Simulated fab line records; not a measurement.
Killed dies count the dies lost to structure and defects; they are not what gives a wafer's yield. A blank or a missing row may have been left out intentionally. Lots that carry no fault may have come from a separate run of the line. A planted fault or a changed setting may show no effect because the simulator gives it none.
2 desks, one fault	flow sky130	what lay behind the numbers comes last; until then each desk has only its own

THE TOOL OWNER'S DESK: litho-track-01
The tool's own readings at SKY_METAL3_DEVELOP_12 (develop time 60 s): means of the sampled wafers that have a number, for each lot that ran on this tool. A lot is out of limits, marked OUT, if its mean lies more than 4 standard deviations from the usual mean; the brackets give that distance.
Columns: A = chill-plate-temp-C at SKY_METAL3_DEVELOP_12, usual 23.00 C
lot	first seen here	A
L401	day 44 01:00	22.92
L403	day 44 19:00	22.97
Finding of this desk: none of the 2 lots has anything out of limits.

AT THE METROLOGY DESK
What the gauges read, lot by lot, whatever tool the lot ran on: means of the sampled wafers that have a number. A lot is out of limits, marked OUT, if its mean lies more than 4 standard deviations from the usual mean; the brackets give that distance.
Columns: A = cd-nm at SKY_METAL3_CD_MEAS_13, usual 299.5 nm
lot	first seen here	A
L400	day 43 15:07	297.4
L401	day 44 01:40	300.8
L403	day 44 19:37	298.5
L404	day 44 21:31	298.9
Finding of this desk: none of the 4 lots has anything out of limits.

PUT TOGETHER
Nothing out of limits was seen by the tool owner's desk.
Nothing out of limits was seen by the metrology desk.

WHAT HAD BEEN PUT IN BY THE SIMULATOR
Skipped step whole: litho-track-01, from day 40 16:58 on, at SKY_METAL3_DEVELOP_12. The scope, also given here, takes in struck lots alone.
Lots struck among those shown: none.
